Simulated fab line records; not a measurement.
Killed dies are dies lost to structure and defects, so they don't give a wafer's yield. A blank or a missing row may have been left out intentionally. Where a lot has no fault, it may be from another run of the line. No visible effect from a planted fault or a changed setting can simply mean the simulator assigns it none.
fab line records -- flow gf180mcu
[record] lots = 14, wafers = 42, last_day = 34
route steps=602 shown SALICIDE@283 CONTACT@301
lots that met no fault: taken from a fault-free run of the same line
start_h: start of the lot's first displayed wafer, in hours after the record's first day -- wait_h: hours from the lot's prior step to this one -- " the same as in the row above -- L1.1+2: a single row standing in for several wafers -- - no value, or no start given -- * or withheld: withheld -- < > ~ a bound
route shown NAME@n: a module of which the file shows steps, and the number in the route of the first -- usual: mean/standard deviation of fault-free wafers -- same: alike in all rows -- chamber/n: place in a boat -- sites: the reading at each site -- _std_site: standard deviation of those values -- _edge_site: mean of outer sites minus mean of inner sites -- radius_mm: for every site, how far away it sits from the centre of the wafer -- mask NAME#n: copy n -- behind: the most recent tool/chamber to have shaped the wafer -- hold: cause of the lot's hold/its duration in hours/its outcome -- device: the n, p or np transistor that did not switch -- end of line: at the end of the route, the tests of the same wafers -- where a step has no rows: the recipe by itself -- killed: at the first sort, the dies lost to defects and structure; wafer yield is something else -- map: dies across one wafer; x = killed, . = not, _ = none there
set.NAME: the run value of the setting; set.NAME@STEP: its run value at that earlier step -- model.NAME: the simulator's own value behind a step, which no gauge read
steps of the route over a sample of lots; a table a step, a row a wafer
services: a tool's chamber out of use, with start hour (start_h, from the record's first day; less than 0 if before it), hours out, and reason
[[steps]]
[step GF_SALICIDE_THK_MEAS_05]
[recipe] thk_meas_gauge = xrf, reads = TiN_of_SALICIDE_SPUTTER_03
[usual] SALICIDE_TIN_THK = 20.19/0.25
lot.wafer,tool,chamber,start_h,wait_h,SALICIDE_TIN_THK[nm]
L904.2,film_metro-04,-,338.24,0.1,19.94
L904.3,film_metro-04,-,338.24,0.1,19.84
L904.5,film_metro-04,-,338.24,0.1,20.13
L905.1,film_metro-04,-,343.44,0.1,20.45
L905.3,film_metro-04,-,343.44,0.1,20.43
L905.5,film_metro-04,-,343.44,0.1,20.31
L906.1,film_metro-03,-,359.02,0.1,20.08
L906.3,film_metro-03,-,359.02,0.1,20.66
L906.4,film_metro-03,-,359.02,0.1,20.33
L907.1,film_metro-01,-,365.84,0.1,20.06
L907.2,film_metro-01,-,365.84,0.1,20.45
L907.4,film_metro-01,-,365.84,0.1,20.07
L911.2,film_metro-03,-,400.64,0.1,20.02
L911.4,film_metro-03,-,400.64,0.1,20.65
L911.5,film_metro-03,-,400.64,0.1,20.58
L914.2,film_metro-04,-,429.59,0.1,20.10
L914.5,film_metro-04,-,429.59,0.1,20.10
L914.6,film_metro-04,-,429.59,0.1,20.26
L917.3,film_metro-04,-,452.74,0.1,20.42
L917.5,film_metro-04,-,452.74,0.1,20.17
L917.6,film_metro-04,-,452.74,0.1,19.90
L919.1,film_metro-01,-,479.59,0.1,19.91
L919.5,film_metro-01,-,479.59,0.1,20.53
L919.6,film_metro-01,-,479.59,0.1,20.01
L920.3,film_metro-04,-,486.06,0.1,19.96
L920.5,film_metro-04,-,486.06,0.1,19.80
L920.6,film_metro-04,-,486.06,0.1,19.95
L921.1,film_metro-01,-,487.44,0.1,20.10
L921.2,film_metro-01,-,487.44,0.1,20.24
L921.5,film_metro-01,-,487.44,0.1,20.33
L923.1,film_metro-04,-,508.36,0.1,20.10
L923.2,film_metro-04,-,508.36,0.1,20.18
L923.4,film_metro-04,-,508.36,0.1,20.26
L924.1,film_metro-04,-,511.47,0.1,20.21
L924.2,film_metro-04,-,511.47,0.1,20.11
L924.4,film_metro-04,-,511.47,0.1,19.95
L926.1,film_metro-04,-,529.14,0.1,20.10
L926.2,film_metro-04,-,529.14,0.1,19.89
L926.3,film_metro-04,-,529.14,0.1,20.17
L927.4,film_metro-04,-,536.61,0.1,20.45
L927.5,film_metro-04,-,536.61,0.1,20.23
L927.6,film_metro-04,-,536.61,0.1,20.05
[step GF_SALICIDE_RTA_08]
[recipe] temp_c = 800, time_s = 30, ambient = N2
[usual] lamp_power_pct = 16.3/0.52, run_length_s = 58.9/0.3, wafer_temp_C_max = 804.3/2.4
lot.wafer,tool,chamber,start_h,wait_h,lamp_power_pct,run_length_s,wafer_temp_C_max
L904.2,rtp_anneal-02,0,338.50,0.0,15.7,58.5,807.9
L904.3,rtp_anneal-02,0,338.50,0.0,15.7,58.8,807.2
L904.5,rtp_anneal-02,0,338.50,0.0,15.8,58.5,806.7
L905.1,rtp_anneal-01,0,343.69,0.0,16.8,59.1,802.2
L905.3,rtp_anneal-01,0,343.69,0.0,16.8,59.3,801.8
L905.5,rtp_anneal-01,0,343.69,0.0,16.7,59.0,801.4
L906.1,rtp_anneal-01,0,359.27,0.0,16.8,59.2,801.8
L906.3,rtp_anneal-01,0,359.27,0.0,16.7,59.1,801.6
L906.4,rtp_anneal-01,0,359.27,0.0,16.8,58.9,801.5
L907.1,rtp_anneal-02,0,366.09,0.0,15.8,58.4,807.0
L907.2,rtp_anneal-02,0,366.09,0.0,15.7,58.6,806.2
L907.4,rtp_anneal-02,0,366.09,0.0,15.8,58.5,807.5
L911.2,rtp_anneal-02,0,400.91,0.0,15.8,94.0,807.5
L911.4,rtp_anneal-02,0,400.91,0.0,15.8,94.2,805.7
L911.5,rtp_anneal-02,0,400.91,0.0,15.8,94.1,806.2
L914.2,rtp_anneal-02,0,429.85,0.0,15.7,93.7,805.5
L914.5,rtp_anneal-02,0,429.85,0.0,15.7,93.7,806.3
L914.6,rtp_anneal-02,0,429.85,0.0,15.8,94.3,808.1
L917.3,rtp_anneal-01,0,453.02,0.0,16.8,59.2,801.8
L917.5,rtp_anneal-01,0,453.02,0.0,16.8,59.0,801.2
L917.6,rtp_anneal-01,0,453.02,0.0,16.8,59.4,802.2
L919.1,rtp_anneal-02,0,479.84,0.0,15.8,59.1,808.1
L919.5,rtp_anneal-02,0,479.84,0.0,15.8,58.5,804.1
L919.6,rtp_anneal-02,0,479.84,0.0,15.8,58.6,804.9
L920.3,rtp_anneal-01,0,486.33,0.0,16.8,59.3,801.8
L920.5,rtp_anneal-01,0,486.33,0.0,16.8,59.0,802.7
L920.6,rtp_anneal-01,0,486.33,0.0,16.7,58.9,802.9
L921.1,rtp_anneal-02,0,487.69,0.0,15.8,58.7,807.1
L921.2,rtp_anneal-02,0,487.69,0.0,15.7,58.8,807.4
L921.5,rtp_anneal-02,0,487.69,0.0,15.7,58.5,805.2
L923.1,rtp_anneal-02,0,508.61,0.0,15.7,58.6,805.2
L923.2,rtp_anneal-02,0,508.61,0.0,15.7,58.4,806.5
L923.4,rtp_anneal-02,0,508.61,0.0,15.7,58.5,806.3
L924.1,rtp_anneal-02,0,511.72,0.0,15.7,58.4,807.5
L924.2,rtp_anneal-02,0,511.72,0.0,15.8,58.6,805.3
L924.4,rtp_anneal-02,0,511.72,0.0,15.7,59.1,804.3
L926.1,rtp_anneal-02,0,529.40,0.0,15.7,58.7,806.9
L926.2,rtp_anneal-02,0,529.40,0.0,15.7,58.5,807.8
L926.3,rtp_anneal-02,0,529.40,0.0,15.8,58.7,805.3
L927.4,rtp_anneal-01,0,536.90,0.1,16.8,59.0,801.2
L927.5,rtp_anneal-01,0,536.90,0.1,16.8,59.4,803.0
L927.6,rtp_anneal-01,0,536.90,0.1,16.8,59.0,802.2
[step GF_CONTACT_CD_MEAS_14]
[recipe] target_cd_nm = 220
[usual] cd_nm = 220.0/1.3
lot.wafer,tool,chamber,start_h,wait_h,cd_nm
L904.2,cd_sem-01,-,361.12,0.1,219.1
L904.3,cd_sem-01,-,361.12,0.1,219.6
L904.5,cd_sem-01,-,361.12,0.1,219.7
L905.1,cd_sem-01,-,367.12,0.1,218.2
L905.3,cd_sem-01,-,367.12,0.1,219.4
L905.5,cd_sem-01,-,367.12,0.1,220.5
L906.1,cd_sem-02,-,382.20,0.1,220.6
L906.3,cd_sem-02,-,382.20,0.1,220.0
L906.4,cd_sem-02,-,382.20,0.1,219.4
L907.1,cd_sem-02,-,388.87,0.1,219.5
L907.2,cd_sem-02,-,388.87,0.1,219.3
L907.4,cd_sem-02,-,388.87,0.1,219.7
L911.2,cd_sem-01,-,425.67,0.1,221.3
L911.4,cd_sem-01,-,425.67,0.1,221.2
L911.5,cd_sem-01,-,425.67,0.1,221.7
L914.2,cd_sem-01,-,453.84,0.1,218.1
L914.5,cd_sem-01,-,453.84,0.1,216.6
L914.6,cd_sem-01,-,453.84,0.1,217.6
L917.3,cd_sem-01,-,479.75,2.0,219.7
L917.5,cd_sem-01,-,479.75,2.0,219.8
L917.6,cd_sem-01,-,479.75,2.0,221.5
L919.1,cd_sem-01,-,503.42,0.1,219.1
L919.5,cd_sem-01,-,503.42,0.1,218.2
L919.6,cd_sem-01,-,503.42,0.1,219.3
L920.3,cd_sem-01,-,510.34,0.2,219.7
L920.5,cd_sem-01,-,510.34,0.2,219.1
L920.6,cd_sem-01,-,510.34,0.2,219.5
L921.1,cd_sem-01,-,512.32,0.1,221.0
L921.2,cd_sem-01,-,512.32,0.1,220.4
L921.5,cd_sem-01,-,512.32,0.1,221.2
L923.1,cd_sem-01,-,533.00,0.1,219.6
L923.2,cd_sem-01,-,533.00,0.1,220.5
L923.4,cd_sem-01,-,533.00,0.1,221.1
L924.1,cd_sem-01,-,535.75,0.1,219.9
L924.2,cd_sem-01,-,535.75,0.1,216.9
L924.4,cd_sem-01,-,535.75,0.1,217.3
L926.1,cd_sem-02,-,553.15,0.1,218.6
L926.2,cd_sem-02,-,553.15,0.1,219.3
L926.3,cd_sem-02,-,553.15,0.1,218.9
L927.4,cd_sem-02,-,560.11,0.1,220.2
L927.5,cd_sem-02,-,560.11,0.1,219.5
L927.6,cd_sem-02,-,560.11,0.1,221.2
[step GF_CONTACT_SPUTTER_23]
[recipe] material = TiN, target_thk_nm = 10, chamber_pressure_pa = 5, power_w = 4000, time_s = 40
[usual] cathode_dc_power_W = 3999.9/0.63, throttle_valve_pct = 30.3/0.7
lot.wafer,tool,chamber,start_h,wait_h,cathode_dc_power_W,throttle_valve_pct
L904.2,pvd_sputter-04,-,361.78,0.0,4000.9,29.9
L904.3,pvd_sputter-04,-,361.78,0.0,3999.9,30.1
L904.5,pvd_sputter-04,-,361.78,0.0,4000.6,30.1
L905.1,pvd_sputter-03,-,367.81,0.0,4000.5,29.5
L905.3,pvd_sputter-03,-,367.81,0.0,4001.1,31.8
L905.5,pvd_sputter-03,-,367.81,0.0,3999.8,31.9
L906.1,pvd_sputter-04,-,382.88,0.0,3999.7,30.8
L906.3,pvd_sputter-04,-,382.88,0.0,3999.4,30.1
L906.4,pvd_sputter-04,-,382.88,0.0,3999.9,30.4
L907.1,pvd_sputter-03,-,389.55,0.0,3999.8,29.3
L907.2,pvd_sputter-03,-,389.55,0.0,3999.8,31.7
L907.4,pvd_sputter-03,-,389.55,0.0,4000.5,29.6
L911.2,pvd_sputter-04,-,426.33,0.0,4000.1,30.0
L911.4,pvd_sputter-04,-,426.33,0.0,4000.0,30.6
L911.5,pvd_sputter-04,-,426.33,0.0,4001.3,31.0
L914.2,pvd_sputter-01,-,454.50,0.0,3999.7,29.6
L914.5,pvd_sputter-01,-,454.50,0.0,3998.9,31.1
L914.6,pvd_sputter-01,-,454.50,0.0,3999.6,30.3
L917.3,pvd_sputter-01,-,480.39,0.0,4000.3,30.9
L917.5,pvd_sputter-01,-,480.39,0.0,4000.0,30.2
L917.6,pvd_sputter-01,-,480.39,0.0,3999.8,29.6
L919.1,pvd_sputter-04,-,504.10,0.0,4000.5,29.9
L919.5,pvd_sputter-04,-,504.10,0.0,3999.3,29.8
L919.6,pvd_sputter-04,-,504.10,0.0,3999.5,31.1
L920.3,pvd_sputter-01,-,510.98,0.0,3999.8,30.0
L920.5,pvd_sputter-01,-,510.98,0.0,3998.1,31.0
L920.6,pvd_sputter-01,-,510.98,0.0,3999.9,30.2
L921.1,pvd_sputter-03,-,513.00,0.0,3999.6,29.3
L921.2,pvd_sputter-03,-,513.00,0.0,4000.8,29.3
L921.5,pvd_sputter-03,-,513.00,0.0,4000.1,30.2
L923.1,pvd_sputter-01,-,533.68,0.0,3999.8,30.1
L923.2,pvd_sputter-01,-,533.68,0.0,3999.8,30.5
L923.4,pvd_sputter-01,-,533.68,0.0,4000.3,31.0
L924.1,pvd_sputter-03,-,536.43,0.0,3999.2,29.3
L924.2,pvd_sputter-03,-,536.43,0.0,3999.4,29.6
L924.4,pvd_sputter-03,-,536.43,0.0,3999.4,30.3
L926.1,pvd_sputter-04,-,553.83,0.0,4001.1,30.1
L926.2,pvd_sputter-04,-,553.83,0.0,3998.9,30.4
L926.3,pvd_sputter-04,-,553.83,0.0,4000.2,29.8
L927.4,pvd_sputter-01,-,560.73,0.0,4001.1,30.0
L927.5,pvd_sputter-01,-,560.73,0.0,4001.8,30.5
L927.6,pvd_sputter-01,-,560.73,0.0,3999.7,29.7
[[services]]
tool,chamber,start_h,hours,kind
pvd_sputter-04,-,390.00,1.6,repair
pvd_sputter-03,-,450.82,2.4,repair
pvd_sputter-04,-,494.19,2.4,repair
pvd_sputter-04,-,535.28,2.6,repair
[[key]]
[first_sign] step = GF_SALICIDE_RTA_08, reading = run_length_s, direction = up, sigmas = 99+, usual = *, struck = *
effect none on later readings
met_at GF_SALICIDE_RTA_08
struck_lots L911,L914
tester_left_out L911,L914
not_acting_at GF_SALICIDE_THK_MEAS_05,GF_CONTACT_CD_MEAS_14,GF_CONTACT_SPUTTER_23
onset_between 366.09 400.91
[fault] kind = process_parameter_drift, tool = rtp_anneal-02, chamber = -, onset_h = 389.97, steps = GF_SALICIDE_RTA_08, channel = time_s, offset = *, shape = step, end_h = 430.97, acts_in = *, stated = *
// tester_left_out: of these lots the tester's yield and bins aren't shown, on N5 and GAA mostly nor the transistor test; their killed dies are dies lost to structure and defects alone, not to doping, threshold or leakage, so they don't give the yield
